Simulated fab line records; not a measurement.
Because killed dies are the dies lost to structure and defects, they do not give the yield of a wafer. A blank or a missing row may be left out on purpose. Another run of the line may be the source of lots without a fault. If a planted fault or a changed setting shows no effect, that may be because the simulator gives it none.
fab line records ; flow sky130
record lots=7; wafers=20; last-day=50
route steps=708 shown LI_CONTACT@371 LOCAL_INTERCONNECT@387 PAD_OPEN@708
lots untouched by any fault: they come from a run of this same line in which no faults occurred
start-h: start of the lot's first displayed wafer, in hours after the record's first day ; wait-h: hours since the lot's step before ; " unchanged from the row above ; L1.1+2: a row that stands for several wafers ; - no value, or no start was given ; * or withheld: withheld ; < > ~ a bound
route shown NAME@n: names a module that has steps shown in the file, with the first one's number in the route ; usual: average and standard deviation across the fault-free wafers ; same: alike in all rows ; chamber/n: place in a boat ; sites: per-site readings ; _std_site: how widely they spread, as a standard deviation ; _edge_site: inner sites' mean taken away from outer sites' mean ; radius-mm: for every site, how far away it sits from the centre of the wafer ; mask NAME#n: copy n ; behind: the most recent tool/chamber to have shaped the wafer ; hold: why the lot was held/for how many hours/how that ended ; device: names the non-switching transistor (n, p or np) ; end of line: the tests these same wafers got at the end of their route ; a step with no rows: only its recipe ; killed: count of dies lost to structure and defects at first sort (not the wafer's yield) ; map: per-die view of a wafer (x killed, . not killed, _ where there is no die)
set.NAME: the setting as run; set.NAME@STEP: as run at that earlier step ; model.NAME: the simulator's own value behind a step, which no gauge read
lots at selected steps of the route; one table per step, one row per wafer
services: from which hour (start-h, from the record's first day; less than 0 if before it) a tool's chamber was out of use, for how many hours, and why
## steps
# step SKY_LI_CONTACT_EXPOSE_09
# recipe mask-id=LICM1; na=0.8; source-shape=annular; sigma-inner=0.55; sigma-outer=0.85; target-cd-nm=170; dose-mj=38
# step SKY_LI_CONTACT_PEB_10
# recipe peb-temp-c=withheld; peb-time-s=withheld; resist=KrF-thick
# step SKY_LI_CONTACT_DEVELOP_11
# recipe develop-time-s=60; resist=KrF-thick; dev-temp-c=21
# step SKY_LI_CONTACT_CD_MEAS_12
# recipe target-cd-nm=170
# usual cd-nm=170.3/1.2
lot.wafer;tool;chamber;start-h;wait-h;cd-nm
L470.4;cd-sem-01;-;706.07;-;172.9
L470.5;cd-sem-01;-;706.07;-;170.9
L470.6;cd-sem-01;-;706.07;-;172.1
L473.1;cd-sem-01;-;732.66;-;169.4
L473.3;cd-sem-01;-;732.66;-;168.7
L473.5;cd-sem-01;-;732.66;-;170.9
L477.2;cd-sem-01;-;768.73;-;170.7
L477.3;cd-sem-01;-;768.73;-;170.8
L477.4;cd-sem-01;-;768.73;-;170.5
L478.2;cd-sem-02;-;772.78;-;169.4
L478.3;cd-sem-02;-;772.78;-;169.7
L478.4;cd-sem-02;-;772.78;-;169.6
L479.3;cd-sem-01;-;783.00;-;168.6
L479.6;cd-sem-01;-;783.00;-;170.1
L487.3;cd-sem-01;-;851.36;-;169.8
L487.4;cd-sem-01;-;851.36;-;168.0
L487.5;cd-sem-01;-;851.36;-;170.2
L489.2;cd-sem-02;-;861.18;-;169.6
L489.4;cd-sem-02;-;861.18;-;171.1
L489.5;cd-sem-02;-;861.18;-;171.1
# step SKY_LI_CONTACT_OVL_MEAS_13
# usual LI_CONTACT_OVL=1/5.6
lot.wafer;tool;chamber;start-h;wait-h;LI_CONTACT_OVL[nm]
L470.4;overlay-02;-;706.15;0.1;7
L470.5;overlay-02;-;706.15;0.1;4
L470.6;overlay-02;-;706.15;0.1;12
L473.1;overlay-01;-;732.78;0.1;10
L473.3;overlay-01;-;732.78;0.1;4
L473.5;overlay-01;-;732.78;0.1;2
L477.2;overlay-01;-;768.83;0.1;4
L477.3;overlay-01;-;768.83;0.1;-3
L477.4;overlay-01;-;768.83;0.1;0
L478.2;overlay-01;-;772.88;0.1;11
L478.3;overlay-01;-;772.88;0.1;5
L478.4;overlay-01;-;772.88;0.1;6
L479.3;overlay-02;-;783.09;0.1;0
L479.6;overlay-02;-;783.09;0.1;-2
L487.3;overlay-02;-;851.45;0.1;-1
L487.4;overlay-02;-;851.45;0.1;-6
L487.5;overlay-02;-;851.45;0.1;8
L489.2;overlay-01;-;861.29;0.1;-9
L489.4;overlay-01;-;861.29;0.1;-8
L489.5;overlay-01;-;861.29;0.1;3
# step SKY_LI_CONTACT_ETCH_14
# recipe chemistry=N2/H2; target=BARC; ion-energy-ev=200; source-w=500; bias-w=100; pressure-mtorr=30; n2-flow-sccm=100; h2-flow-sccm=200; stop-on=SiO2; time-s=45.9; target-depth-a=600
# usual drypump-motor-current-A=5.4/0.43; oes-product-au=0.855/0.0049; throttle-valve-pct=13.223/0.0086
lot.wafer;tool;chamber;start-h;wait-h;drypump-motor-current-A;oes-product-au;rf-hours-counter-h;throttle-valve-pct
L470.4;rie-diel-04;1;706.19;0.0;4.9;0.855;-;13.226
L470.5;rie-diel-04;3;706.19;0.0;5.3;0.856;-;13.217
L470.6;rie-diel-04;2;706.19;0.0;5.4;0.848;-;13.224
L473.1;rie-diel-04;2;732.82;0.0;5.4;0.860;13;13.218
L473.3;rie-diel-04;0;732.82;0.0;5.8;0.855;0;13.215
L473.5;rie-diel-04;3;732.82;0.0;5.3;0.855;-;13.223
L477.2;rie-diel-04;3;768.86;0.0;5.3;0.849;4;13.222
L477.3;rie-diel-04;1;768.86;0.0;4.9;0.852;7;13.224
L477.4;rie-diel-04;2;768.86;0.0;5.4;0.846;14;13.229
L478.2;rie-diel-03;1;772.91;0.0;5.1;0.860;1;13.215
L478.3;rie-diel-03;2;772.91;0.0;5.5;0.848;16;13.226
L478.4;rie-diel-03;3;772.91;0.0;6.2;0.866;19;13.216
L479.3;rie-diel-03;0;783.11;0.0;6.7;0.859;19;13.221
L479.6;rie-diel-03;2;783.11;0.0;5.6;0.852;-;13.212
L487.3;rie-diel-04;3;851.47;0.0;5.3;0.851;6;13.225
L487.4;rie-diel-04;0;851.47;0.0;5.8;0.852;3;13.226
L487.5;rie-diel-04;3;851.47;0.0;5.3;0.855;-;13.227
L489.2;rie-diel-04;0;861.32;0.0;5.8;0.860;3;13.231
L489.4;rie-diel-04;1;861.32;0.0;4.9;0.855;8;13.237
L489.5;rie-diel-04;3;861.32;0.0;5.3;0.860;-;13.225
# step SKY_LI_CONTACT_ETCH_15
# recipe target=PSG; chemistry=C4F8/O2/Ar; stop-on=Si; taper-deg=4.15; mask-material=KrF-thick; source-w=1500; bias-w=1200; pressure-mtorr=40; c4f8-flow-sccm=withheld; O2_flow_sccm=6; Ar_flow_sccm=300; time-s=withheld; target-depth-a=6000
# step SKY_LI_CONTACT_STRIP_16
# recipe chemistry=O2/N2; power-w=1400; pressure-mtorr=1500; platen-temp-c=withheld; o2-flow-sccm=3000; n2-flow-sccm=300; overash-fraction=0.5
# usual drypump-motor-current-A=5.3/0.39; oes-product-au=0.375/0.0051; strip-time-to-endpoint-s=3.48/0.037
lot.wafer;tool;chamber;start-h;wait-h;drypump-motor-current-A;oes-product-au;rf-hours-counter-h;strip-time-to-endpoint-s
L470.4;plasma-asher-02;1;706.33;-;5.4;0.367;-;3.47
L470.5;plasma-asher-02;0;706.33;-;5.1;0.379;-;3.48
L470.6;plasma-asher-02;1;706.33;-;5.4;0.375;-;3.48
L473.1;plasma-asher-01;1;732.95;-;4.7;0.388;59;3.51
L473.3;plasma-asher-01;0;732.95;-;5.9;0.382;-;3.49
L473.5;plasma-asher-01;1;732.95;-;4.6;0.382;-;3.52
L477.2;plasma-asher-02;0;768.99;-;5.1;0.376;93;3.48
L477.3;plasma-asher-02;0;768.99;-;5.1;0.382;-;3.45
L477.4;plasma-asher-02;1;768.99;-;5.4;0.370;-;3.50
L478.2;plasma-asher-02;1;773.04;-;5.4;0.375;93;3.47
L478.3;plasma-asher-02;0;773.04;-;5.1;0.371;-;3.47
L478.4;plasma-asher-02;1;773.04;-;5.4;0.384;-;3.45
L479.3;plasma-asher-02;0;783.27;-;5.1;0.371;-;3.50
L479.6;plasma-asher-02;1;783.27;-;5.4;0.377;-;3.50
L487.3;plasma-asher-02;0;851.63;-;5.1;0.362;-;3.45
L487.4;plasma-asher-02;1;851.63;-;5.4;0.382;-;3.44
L487.5;plasma-asher-02;1;851.63;-;5.4;0.374;-;3.44
L489.2;plasma-asher-03;1;861.44;-;5.2;0.378;41;3.49
L489.4;plasma-asher-03;1;861.44;-;5.2;0.373;-;3.49
L489.5;plasma-asher-03;0;861.44;-;5.4;0.371;-;3.50
# step SKY_LI_CONTACT_CLEAN_17
# recipe chemistry=NMP; time-s=600; temp-c=60; dry=n2-spin
# step SKY_LI_CONTACT_PRE_CLEAN_18
# recipe gas=Ar; time-s=5.6; bias-v=358
# step SKY_LI_CONTACT_SPUTTER_19
# recipe material=Ti; target-thk-nm=20; chamber-pressure-pa=5; power-w=2500; substrate-temp-c=200; time-s=106.37
# usual throttle-valve-pct=29.8/0.8
lot.wafer;tool;chamber;start-h;wait-h;throttle-valve-pct
L470.4;pvd-sputter-04;-;706.59;0.0;29.3
L470.5;pvd-sputter-04;-;706.59;0.0;29.3
L470.6;pvd-sputter-04;-;706.59;0.0;31.0
L473.1;pvd-sputter-03;-;733.24;0.0;30.7
L473.3;pvd-sputter-03;-;733.24;0.0;30.5
L473.5;pvd-sputter-03;-;733.24;0.0;29.8
L477.2;pvd-sputter-04;-;769.30;0.0;29.4
L477.3;pvd-sputter-04;-;769.30;0.0;30.5
L477.4;pvd-sputter-04;-;769.30;0.0;28.9
L478.2;pvd-sputter-03;-;773.34;0.0;30.4
L478.3;pvd-sputter-03;-;773.34;0.0;30.1
L478.4;pvd-sputter-03;-;773.34;0.0;30.2
L479.3;pvd-sputter-04;-;783.54;0.0;29.6
L479.6;pvd-sputter-04;-;783.54;0.0;29.3
L487.3;pvd-sputter-04;-;852.48;0.0;30.5
L487.4;pvd-sputter-04;-;852.48;0.0;29.5
L487.5;pvd-sputter-04;-;852.48;0.0;29.5
L489.2;pvd-sputter-04;-;861.74;0.0;29.3
L489.4;pvd-sputter-04;-;861.74;0.0;28.9
L489.5;pvd-sputter-04;-;861.74;0.0;28.8
# step SKY_LI_CONTACT_SPUTTER_20
# recipe material=TiN; target-thk-nm=20; chamber-pressure-pa=5; power-w=4000; time-s=80
# usual throttle-valve-pct=29.9/0.8
lot.wafer;tool;chamber;start-h;wait-h;throttle-valve-pct
L470.4;pvd-sputter-04;-;706.66;0.0;29.4
L470.5;pvd-sputter-04;-;706.66;0.0;29.7
L470.6;pvd-sputter-04;-;706.66;0.0;30.7
L473.1;pvd-sputter-03;-;733.32;0.0;30.7
L473.3;pvd-sputter-03;-;733.32;0.0;30.4
L473.5;pvd-sputter-03;-;733.32;0.0;30.0
L477.2;pvd-sputter-04;-;769.38;0.0;29.4
L477.3;pvd-sputter-04;-;769.38;0.0;30.6
L477.4;pvd-sputter-04;-;769.38;0.0;28.8
L478.2;pvd-sputter-03;-;773.41;0.0;30.1
L478.3;pvd-sputter-03;-;773.41;0.0;29.9
L478.4;pvd-sputter-03;-;773.41;0.0;30.3
L479.3;pvd-sputter-04;-;783.61;0.0;29.6
L479.6;pvd-sputter-04;-;783.61;0.0;29.1
L487.3;pvd-sputter-04;-;852.56;0.0;30.7
L487.4;pvd-sputter-04;-;852.56;0.0;29.5
L487.5;pvd-sputter-04;-;852.56;0.0;29.3
L489.2;pvd-sputter-04;-;861.81;0.0;29.8
L489.4;pvd-sputter-04;-;861.81;0.0;29.0
L489.5;pvd-sputter-04;-;861.81;0.0;28.7
# step SKY_LI_CONTACT_CVD_21
# recipe material=W; target-thk-nm=400; time-s=120.56; temp-c=400; pressure-torr=40
# usual heater-power-w=826/87
lot.wafer;tool;chamber;start-h;wait-h;heater-power-w;since-wet-clean-h;model.W_of_LI_CONTACT_CVD_21.thk-nm
L470.4;cvd-w-02;1;706.77;0.1;745;-;404.7
L470.5;cvd-w-02;0;706.77;0.1;913;-;392.2
L470.6;cvd-w-02;1;706.77;0.1;756;-;406.1
L473.1;cvd-w-02;0;733.38;0.0;869;829;396.3
L473.3;cvd-w-02;0;733.38;0.0;866;-;400.3
L473.5;cvd-w-02;0;733.38;0.0;907;-;396.8
L477.2;cvd-w-02;0;769.44;0.0;899;865;397
L477.3;cvd-w-02;1;769.44;0.0;758;-;597.6
L477.4;cvd-w-02;0;769.44;0.0;868;-;402.1
L478.2;cvd-w-02;0;773.47;0.0;903;869;398.4
L478.3;cvd-w-02;1;773.47;0.0;727;-;599.7
L478.4;cvd-w-02;0;773.47;0.0;875;-;398.4
L479.3;cvd-w-02;0;783.71;0.1;869;-;585.9
L479.6;cvd-w-02;1;783.71;0.1;730;-;415.3
L487.3;cvd-w-01;1;852.66;0.1;731;-;399.6
L487.4;cvd-w-01;0;852.66;0.1;928;-;402.2
L487.5;cvd-w-01;1;852.66;0.1;746;-;396.6
L489.2;cvd-w-02;0;861.88;0.0;884;958;398.3
L489.4;cvd-w-02;0;861.88;0.0;853;-;399.2
L489.5;cvd-w-02;1;861.88;0.0;739;-;412.6
# step SKY_LI_CONTACT_RS_MEAS_22
# recipe thk-meas-gauge=four-point-probe; reads=W_of_LI_CONTACT_CVD_21+TiN_of_LI_CONTACT_SPUTTER_20+Ti_of_LI_CONTACT_SPUTTER_19
# usual LI_CONTACT_W_RS=0.283/0.0046
lot.wafer;tool;chamber;start-h;wait-h;hold;LI_CONTACT_W_RS[ohm/sq]
L470.4;film-metro-02;-;706.91;0.1;-;0.282
L470.5;film-metro-02;-;706.91;0.1;-;0.291
L470.6;film-metro-02;-;706.91;0.1;-;0.281
L473.1;film-metro-04;-;733.63;0.2;-;0.287
L473.3;film-metro-04;-;733.63;0.2;-;0.285
L473.5;film-metro-04;-;733.63;0.2;-;0.287
L477.2;film-metro-02;-;769.58;0.1;await-dispo/0.2h/release;0.288
L477.3;film-metro-02;-;769.58;0.1;await-dispo/0.2h/release;0.191
L477.4;film-metro-02;-;769.58;0.1;await-dispo/0.2h/release;0.283
L477.2;film-metro-02;-;769.87;0.3;-;0.287
L477.3;film-metro-02;-;769.87;0.3;-;0.191
L477.4;film-metro-02;-;769.87;0.3;-;0.283
L478.2;film-metro-03;-;773.62;0.1;await-dispo/0.2h/release;0.286
L478.3;film-metro-03;-;773.62;0.1;await-dispo/0.2h/release;0.189
L478.4;film-metro-03;-;773.62;0.1;await-dispo/0.2h/release;0.286
L478.2;film-metro-03;-;773.91;0.3;-;0.286
L478.3;film-metro-03;-;773.91;0.3;-;0.190
L478.4;film-metro-03;-;773.91;0.3;-;0.286
L479.3;film-metro-02;-;783.84;0.1;await-dispo/0.2h/release;0.195
L479.6;film-metro-02;-;783.84;0.1;await-dispo/0.2h/release;0.274
L479.3;film-metro-02;-;784.13;0.3;-;0.194
L479.6;film-metro-02;-;784.13;0.3;-;0.275
L487.3;film-metro-04;-;852.78;0.1;-;0.285
L487.4;film-metro-04;-;852.78;0.1;-;0.283
L487.5;film-metro-04;-;852.78;0.1;-;0.287
L489.2;film-metro-04;-;862.02;0.1;-;0.286
L489.4;film-metro-04;-;862.02;0.1;-;0.286
L489.5;film-metro-04;-;862.02;0.1;-;0.277
# step SKY_LI_CONTACT_THK_MEAS_23
# recipe thk-meas-gauge=xrf; reads=W_of_LI_CONTACT_CVD_21
# usual LI_CONTACT_W_THK=407/8.2
lot.wafer;tool;chamber;start-h;wait-h;hold;LI_CONTACT_W_THK[nm]
L470.4;film-metro-02;-;707.00;0.1;-;413
L470.5;film-metro-02;-;707.00;0.1;-;403
L470.6;film-metro-02;-;707.00;0.1;-;415
L473.1;film-metro-04;-;733.75;0.1;-;398
L473.3;film-metro-04;-;733.75;0.1;-;406
L473.5;film-metro-04;-;733.75;0.1;-;399
L477.2;film-metro-02;-;774.00;4.1;await-dispo/0.2h/release;408
L477.3;film-metro-02;-;774.00;4.1;await-dispo/0.2h/release;-
L477.4;film-metro-02;-;774.00;4.1;await-dispo/0.2h/release;413
L477.2;film-metro-02;-;774.27;0.3;-;408
L477.3;film-metro-02;-;774.27;0.3;-;-
L477.4;film-metro-02;-;774.27;0.3;-;413
L478.2;film-metro-03;-;778.21;4.3;await-dispo/0.2h/release;399
L478.3;film-metro-03;-;778.21;4.3;await-dispo/0.2h/release;-
L478.4;film-metro-03;-;778.21;4.3;await-dispo/0.2h/release;401
L478.2;film-metro-03;-;778.44;0.2;-;401
L478.3;film-metro-03;-;778.44;0.2;-;-
L478.4;film-metro-03;-;778.44;0.2;-;403
L479.3;film-metro-02;-;787.13;3.0;await-dispo/0.2h/release;-
L479.6;film-metro-02;-;787.13;3.0;await-dispo/0.2h/release;426
L479.3;film-metro-02;-;787.38;0.2;-;-
L479.6;film-metro-02;-;787.38;0.2;-;424
L487.3;film-metro-04;-;852.88;0.1;-;399
L487.4;film-metro-04;-;852.88;0.1;-;404
L487.5;film-metro-04;-;852.88;0.1;-;398
L489.2;film-metro-04;-;862.13;0.1;-;397
L489.4;film-metro-04;-;862.13;0.1;-;401
L489.5;film-metro-04;-;862.13;0.1;-;413
# step SKY_LI_CONTACT_CMP_24
# recipe stop-on=PSG; t-overpolish-s=20; down-force-psi=3.5; platen-rpm=60; target-thk-nm=0; pad-velocity-m-s=0.94248
# usual motor-current-A=10.8/1.6; platen-rpm=60.00/0.041; time-to-endpoint-s=100/3.5
lot.wafer;tool;chamber;start-h;wait-h;hold;motor-current-A;platen-rpm;time-to-endpoint-s
L470.4;cmp-02;0;707.08;0.1;-;11.9;60.05;100
L470.5;cmp-02;3;707.08;0.1;-;10.5;60.04;92
L470.6;cmp-02;0;707.08;0.1;-;11.3;60.05;100
L473.1;cmp-02;1;733.86;0.1;-;9.0;59.96;97
L473.3;cmp-02;2;733.86;0.1;-;9.9;60.05;95
L473.5;cmp-02;0;733.86;0.1;-;11.2;59.95;98
L477.3;cmp-02;2;779.30;5.0;await-dispo/4.9h/release;9.9;60.04;146
L477.2;cmp-02;3;779.30;5.0;await-dispo/4.9h/release;10.3;60.00;98
L477.4;cmp-02;0;779.30;5.0;await-dispo/4.9h/release;11.6;59.98;103
L478.3;cmp-02;2;781.39;2.9;await-dispo/2.5h/release;9.6;59.99;141
L478.4;cmp-02;3;781.39;2.9;await-dispo/2.5h/release;11.1;60.00;94
L478.2;cmp-02;1;781.39;2.9;await-dispo/2.5h/release;9.2;59.99;101
L479.3;cmp-02;2;789.97;2.6;await-dispo/1.4h/release;9.6;60.05;144
L479.6;cmp-02;3;789.97;2.6;await-dispo/1.4h/release;10.4;59.98;102
L487.3;cmp-01;1;852.92;0.0;-;10.7;60.02;99
L487.4;cmp-01;2;852.92;0.0;-;10.2;59.94;104
L487.5;cmp-01;2;852.92;0.0;-;10.4;59.94;103
L489.2;cmp-01;1;862.28;0.1;-;11.2;59.99;100
L489.4;cmp-01;2;862.28;0.1;-;10.5;59.93;103
L489.5;cmp-01;0;862.28;0.1;-;12.7;59.97;105
# step SKY_LOCAL_INTERCONNECT_SPUTTER_00
# recipe material=TiN; target-thk-nm=100; temp-c=300; power-w=6500; time-s=83.3; chamber-pressure-pa=0.4
# usual throttle-valve-pct=29.5/1.1
lot.wafer;tool;chamber;start-h;wait-h;throttle-valve-pct
L470.4;pvd-sputter-01;-;707.33;0.2;30.0
L470.5;pvd-sputter-01;-;707.33;0.2;30.4
L470.6;pvd-sputter-01;-;707.33;0.2;29.8
L473.1;pvd-sputter-01;-;734.11;0.2;29.7
L473.3;pvd-sputter-01;-;734.11;0.2;30.5
L473.5;pvd-sputter-01;-;734.11;0.2;29.9
L477.2;pvd-sputter-02;-;779.55;0.1;28.4
L477.3;pvd-sputter-02;-;779.55;0.1;30.2
L477.4;pvd-sputter-02;-;779.55;0.1;27.4
L478.2;pvd-sputter-04;-;781.69;0.1;29.5
L478.3;pvd-sputter-04;-;781.69;0.1;28.8
L478.4;pvd-sputter-04;-;781.69;0.1;29.4
L479.3;pvd-sputter-02;-;790.12;0.1;30.2
L479.6;pvd-sputter-02;-;790.12;0.1;28.5
L487.3;pvd-sputter-01;-;853.22;0.2;30.3
L487.4;pvd-sputter-01;-;853.22;0.2;29.7
L487.5;pvd-sputter-01;-;853.22;0.2;31.0
L489.2;pvd-sputter-04;-;862.48;0.1;30.5
L489.4;pvd-sputter-04;-;862.48;0.1;29.6
L489.5;pvd-sputter-04;-;862.48;0.1;30.7
# step SKY_PAD_OPEN_PROBE_99
# usual killed_at_M0_to_M3=43/6; killed_at_M4_up=3.2/1.9; killed-at-contacts=25/5.4; killed-at-front-end=15/4.5; killed-at-other=0.3/0.59; killed-dies=87/8.7; killed-open=47/6.7; killed-short=39/5.7
# same gross-dies=492; killed-at-back-side=0
lot.wafer;tool;chamber;start-h;wait-h;hold;killed_at_M0_to_M3;killed_at_M4_up;killed-at-contacts;killed-at-front-end;killed-at-other;killed-dies;killed-open;killed-short
L470.4;prober-02;-;1102.84;0.2;-;42;9;19;15;1;86;49;37
L470.5;prober-02;-;1102.89;0.2;-;45;3;26;14;0;88;43;44
L470.6;prober-02;-;1102.94;0.2;-;37;3;20;17;1;78;42;36
L473.1;prober-01;-;1120.64;0.1;-;50;0;24;11;0;85;45;40
L473.3;prober-01;-;1120.74;0.2;-;45;3;15;9;0;72;34;38
L473.5;prober-01;-;1120.84;0.2;-;46;5;24;8;0;83;44;39
L477.2;prober-01;-;1159.28;0.1;-;49;8;30;16;0;103;63;40
L477.3;prober-01;-;1159.33;0.2;-;41;3;28;11;1;84;43;41
L477.4;prober-01;-;1159.38;0.2;-;36;6;33;13;0;88;45;43
L478.2;prober-02;-;1160.04;0.1;-;41;3;24;8;0;76;31;45
L478.3;prober-02;-;1160.09;0.2;-;48;4;22;17;1;92;52;39
L478.4;prober-02;-;1160.14;0.2;-;39;4;29;12;1;85;52;33
L479.3;prober-01;-;1160.83;0.2;await-dispo/8.0h/release;38;4;25;10;0;77;36;41
L479.6;prober-01;-;1160.98;0.2;await-dispo/8.0h/release;51;3;21;9;0;84;44;40
L487.3;prober-01;-;1208.69;0.2;-;40;2;29;8;0;79;52;27
L487.4;prober-01;-;1208.74;0.2;-;40;1;31;14;0;86;54;32
L487.5;prober-01;-;1208.79;0.2;-;52;1;36;14;1;104;50;54
L489.2;prober-01;-;1210.14;0.1;-;44;2;25;11;0;82;45;37
L489.4;prober-01;-;1210.24;0.2;-;38;4;23;13;0;78;45;33
L489.5;prober-01;-;1210.29;0.2;-;43;2;27;11;0;83;49;34
# killed by level:class
L470.4 CONTACT:geometric-particle:open=11 VIA1:geometric-particle:open=10 VIA2:geometric-particle:open=7 METAL4:geometric-particle:short=6 VIA1:geometric-particle:short=5 CONTACT:geometric-particle:short=4 METAL1:geometric-particle:open=4 FIELD_ISO:geometric-particle:short=3
L470.5 VIA1:geometric-particle:open=11 CONTACT:geometric-particle:open=7 CONTACT:geometric-particle:short=6 VIA1:geometric-particle:short=6 VIA3:geometric-particle:open=5 POLY_GATE:geometric-particle:short=5 LI_CONTACT:geometric-particle:short=4 LI_CONTACT:geometric-particle:open=4
L470.6 VIA1:geometric-particle:open=8 VIA2:geometric-particle:open=8 CONTACT:geometric-particle:open=7 METAL1:geometric-particle:short=6 POLY_GATE:geometric-particle:short=5 METAL2:geometric-particle:short=5 FIELD_ISO:geometric-particle:short=4 FIELD_ISO:geometric-particle:open=4
L473.1 VIA1:geometric-particle:open=12 CONTACT:geometric-particle:open=10 VIA2:geometric-particle:open=8 METAL1:geometric-particle:short=7 VIA1:geometric-particle:short=7 LI_CONTACT:geometric-particle:open=5 CONTACT:geometric-particle:short=4 VIA3:geometric-particle:short=4
L473.3 VIA1:geometric-particle:open=11 METAL2:geometric-particle:short=8 CONTACT:geometric-particle:open=6 METAL1:geometric-particle:short=5 METAL3:geometric-particle:short=5 VIA1:geometric-particle:short=4 LI_CONTACT:geometric-particle:open=3 LOCAL_INTERCONNECT:geometric-particle:short=3
L473.5 VIA1:geometric-particle:open=10 VIA3:geometric-particle:open=9 LI_CONTACT:geometric-particle:open=8 CONTACT:geometric-particle:short=5 CONTACT:geometric-particle:open=5 METAL2:geometric-particle:short=5 POLY_GATE:geometric-particle:short=4 METAL1:geometric-particle:open=4
L477.2 VIA1:geometric-particle:open=18 CONTACT:geometric-particle:open=10 LI_CONTACT:geometric-particle:open=9 VIA2:geometric-particle:open=7 VIA3:geometric-particle:open=7 FIELD_ISO:geometric-particle:short=6 METAL4:geometric-particle:short=6 METAL1:geometric-particle:open=5
L477.3 VIA1:geometric-particle:open=12 CONTACT:geometric-particle:open=9 LI_CONTACT:geometric-particle:open=8 METAL2:geometric-particle:short=7 LOCAL_INTERCONNECT:geometric-particle:short=5 VIA1:geometric-particle:short=5 VIA2:geometric-particle:open=5 METAL1:geometric-particle:short=5
L477.4 CONTACT:geometric-particle:open=13 LI_CONTACT:geometric-particle:open=9 VIA1:geometric-particle:open=8 METAL1:geometric-particle:short=7 METAL4:geometric-particle:short=6 LOCAL_INTERCONNECT:geometric-particle:short=5 VIA2:geometric-particle:open=5 POLY_GATE:geometric-particle:short=4
L478.2 LOCAL_INTERCONNECT:geometric-particle:short=7 METAL1:geometric-particle:short=7 VIA1:geometric-particle:open=7 VIA3:geometric-particle:open=6 VIA2:geometric-particle:open=5 LI_CONTACT:geometric-particle:open=5 VIA2:geometric-particle:short=5 VIA3:geometric-particle:short=5
L478.3 VIA1:geometric-particle:open=11 CONTACT:geometric-particle:open=10 VIA3:geometric-particle:open=7 VIA2:geometric-particle:open=6 LI_CONTACT:geometric-particle:open=6 FIELD_ISO:geometric-particle:short=5 METAL2:geometric-particle:short=5 METAL1:geometric-particle:short=4
L478.4 CONTACT:geometric-particle:open=11 VIA1:geometric-particle:open=10 VIA3:geometric-particle:open=9 LI_CONTACT:geometric-particle:open=7 VIA3:geometric-particle:short=6 CONTACT:geometric-particle:short=5 FIELD_ISO:geometric-particle:short=4 VIA2:geometric-particle:open=4
L479.3 LI_CONTACT:geometric-particle:open=8 CONTACT:geometric-particle:open=7 METAL2:geometric-particle:short=7 VIA2:geometric-particle:open=6 METAL1:geometric-particle:short=5 FIELD_ISO:geometric-particle:short=4 LI_CONTACT:geometric-particle:short=4 CONTACT:geometric-particle:short=4
L479.6 VIA3:geometric-particle:open=10 VIA1:geometric-particle:short=9 LI_CONTACT:geometric-particle:open=8 METAL1:geometric-particle:short=7 VIA2:geometric-particle:open=7 VIA1:geometric-particle:open=7 CONTACT:geometric-particle:open=5 VIA3:geometric-particle:short=5
L487.3 CONTACT:geometric-particle:open=13 VIA2:geometric-particle:open=8 LI_CONTACT:geometric-particle:open=8 VIA3:geometric-particle:open=7 VIA1:geometric-particle:open=6 VIA1:geometric-particle:short=5 CONTACT:geometric-particle:short=4 LOCAL_INTERCONNECT:geometric-particle:short=3
L487.4 CONTACT:geometric-particle:open=13 VIA1:geometric-particle:open=12 LI_CONTACT:geometric-particle:open=8 VIA1:geometric-particle:short=8 FIELD_ISO:geometric-particle:short=4 POLY_GATE:geometric-particle:open=4 LOCAL_INTERCONNECT:geometric-particle:short=4 VIA2:geometric-particle:open=4
L487.5 METAL2:geometric-particle:short=12 LI_CONTACT:geometric-particle:open=11 CONTACT:geometric-particle:open=11 VIA3:geometric-particle:open=8 VIA1:geometric-particle:open=7 LOCAL_INTERCONNECT:geometric-particle:short=6 METAL3:geometric-particle:short=5 CONTACT:geometric-particle:short=5
L489.2 VIA1:geometric-particle:open=9 CONTACT:geometric-particle:open=7 VIA2:geometric-particle:open=6 CONTACT:geometric-particle:short=5 METAL2:geometric-particle:short=5 POLY_GATE:geometric-particle:open=4 LOCAL_INTERCONNECT:geometric-particle:open=4 LOCAL_INTERCONNECT:geometric-particle:short=4
L489.4 LI_CONTACT:geometric-particle:open=8 CONTACT:geometric-particle:open=7 VIA1:geometric-particle:open=6 VIA2:geometric-particle:open=6 CONTACT:geometric-particle:short=5 METAL2:geometric-particle:short=4 METAL1:geometric-particle:short=4 METAL1:geometric-particle:open=4
L489.5 VIA1:geometric-particle:open=12 CONTACT:geometric-particle:open=7 VIA3:geometric-particle:open=7 LI_CONTACT:geometric-particle:short=6 VIA2:geometric-particle:open=6 POLY_GATE:geometric-particle:open=5 LI_CONTACT:geometric-particle:open=5 CONTACT:geometric-particle:short=5
## services
tool;chamber;start-h;hours;kind
pvd-sputter-02;-;706.93;5.4;repair
pvd-sputter-01;-;711.02;6.3;repair
cmp-01;-;712.41;9.4;repair
cmp-02;-;716.76;0.8;repair
cmp-01;-;726.25;2.4;repair
cvd-w-02;1;731.98;9.9;repair
rie-diel-04;3;734.69;7.7;repair
rie-diel-04;0;736.19;5.5;repair
cmp-02;-;745.46;0.4;repair
cmp-01;-;747.53;5.4;pm
plasma-asher-02;-;752.37;9.5;pm
cmp-01;-;752.95;4.0;pm
pvd-sputter-01;-;756.69;4.0;repair
cmp-01;-;760.57;0.6;repair
cmp-01;-;770.32;0.8;repair
pvd-sputter-01;-;786.14;1.7;repair
cvd-w-02;-;787.52;1.6;repair
cmp-02;-;788.36;1.5;repair
rie-diel-03;2;796.38;4.5;repair
cmp-01;-;809.20;3.0;repair
rie-diel-04;-;825.39;0.6;repair
rie-diel-04;1;829.96;9.1;repair
rie-diel-03;-;835.09;0.1;repair
pvd-sputter-01;-;853.43;13.4;repair
## key
first-sign step=SKY_LI_CONTACT_RS_MEAS_22; reading=visit; direction=added
effect step=SKY_LI_CONTACT_RS_MEAS_22; reading=LI_CONTACT_W_RS; direction=down; sigmas=20; usual=0.283; struck=0.192
effect step=SKY_LI_CONTACT_THK_MEAS_23; reading=visit; direction=added
effect step=SKY_LI_CONTACT_CMP_24; reading=time-to-endpoint-s; direction=up; sigmas=12; usual=*; struck=*
model-effect step=SKY_LI_CONTACT_CVD_21; value=W_of_LI_CONTACT_CVD_21.thk-nm; without=409.7; struck=594.4
met-at SKY_LI_CONTACT_CVD_21
struck-wafers L477.3,L478.3,L479.3
tester-left-out L477,L478,L479
onset-between 733.38 769.44
fault kind=process-parameter-drift; tool=cvd-w-02; chamber=-; onset-h=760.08; steps=SKY_LI_CONTACT_CVD_21; channel=target-thk-nm; offset=181.97; shape=step; end-h=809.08; scope=struck-wafers-only; acts-in=these-recipes-only; stated=400
# tester-left-out: of these lots the tester's yield and bins aren't shown, on N5 and GAA mostly nor the transistor test; their killed dies are dies lost to structure and defects alone, not to doping, threshold or leakage, so they don't give the yield
